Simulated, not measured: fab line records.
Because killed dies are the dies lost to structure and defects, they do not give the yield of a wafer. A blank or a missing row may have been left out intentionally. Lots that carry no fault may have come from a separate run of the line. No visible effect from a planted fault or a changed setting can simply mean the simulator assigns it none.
Chamber matching    flow sky130    SKY_FIELD_ISO_CMP_27 on cmp-01 has 4 sister chambers
The step polishes, stops on Si3N4, t overpolish 16 s, target thk 457.8 nm. 18 wafers are shown with their chamber, then 9 later ones without.

## WAFERS PAIRED WITH THEIR CHAMBERS
wafer   chamber  motor current A (A)  time to endpoint s (s)  overpolish run s (s)
L519.1  0        13.7                 101                     16.004
L519.3  2        11.5                 106                     16.000
L519.4  3        13.1                 111                     16.009
L521.1  2        11.0                 100                     16.012
L521.3  0        13.5                 100                     15.997
L521.5  3        13.4                 104                     16.005
L523.2  2        11.4                 109                     15.991
L523.5  3        13.9                 103                     15.987
L523.6  0        14.7                 102                     15.995
L527.3  0        14.3                 109                     16.000
L527.5  3        13.7                 105                     16.019
L527.6  0        13.2                 104                     16.009
L529.4  3        12.9                 109                     16.001
L529.5  1        13.8                 118                     16.013
L529.6  2        11.1                 115                     16.013
L531.1  0        13.6                 103                     16.013
L531.2  3        13.5                 108                     15.992
L531.3  1        13.4                 114                     16.012

SIGNATURES, as means of the wafers listed above
reading             chamber 0  chamber 1  chamber 2  chamber 3  scatter within a chamber
motor current A     13.833     13.600     11.250     13.417     0.422
time to endpoint s  103.17     116.00     107.50     106.67     4.01
overpolish run s    16.00300   16.01250   16.00400   16.00217   0.00945
Rule: a wafer lies at a distance from a chamber equal to the root of the sum of squares, over the readings, of (its reading less the chamber's mean, divided by the reading's scatter). If the next closest chamber is less than 2 further off than the closest, the wafer can't be placed; otherwise it belongs to the closest. The scatter: the root of (the sum of the squares of (reading less its chamber's mean) over the shown wafers, divided by (wafers less chambers)).

## WAFERS WITHOUT THEIR CHAMBER
wafer   motor current A (A)  time to endpoint s (s)  overpolish run s (s)
L533.1  13.0                 110                     16.002
L533.2  10.9                 108                     16.011
L533.4  14.9                 104                     15.998
L534.2  14.1                 116                     16.006
L534.3  13.6                 110                     15.990
L534.6  13.6                 102                     15.996
L538.1  14.0                 104                     16.009
L538.5  13.1                 118                     16.011
L538.6  11.2                 113                     15.991

## EACH ONE'S CHAMBER
wafer   from the rows above           in truth
L533.1  can't be placed: 3 or 1 or 0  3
L533.2  2                             2
L533.4  can't be placed: 0 or 3 or 1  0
L534.2  can't be placed: 1 or 3 or 0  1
L534.3  can't be placed: 3 or 0 or 1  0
L534.6  can't be placed: 0 or 3       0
L538.1  can't be placed: 0 or 3       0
L538.5  can't be placed: 1 or 3       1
L538.6  2                             2
Correctly placed: 2 of 9. Unplaceable from these rows: 7, with the true chamber sitting among the candidates in 7. 0 placed wrongly.
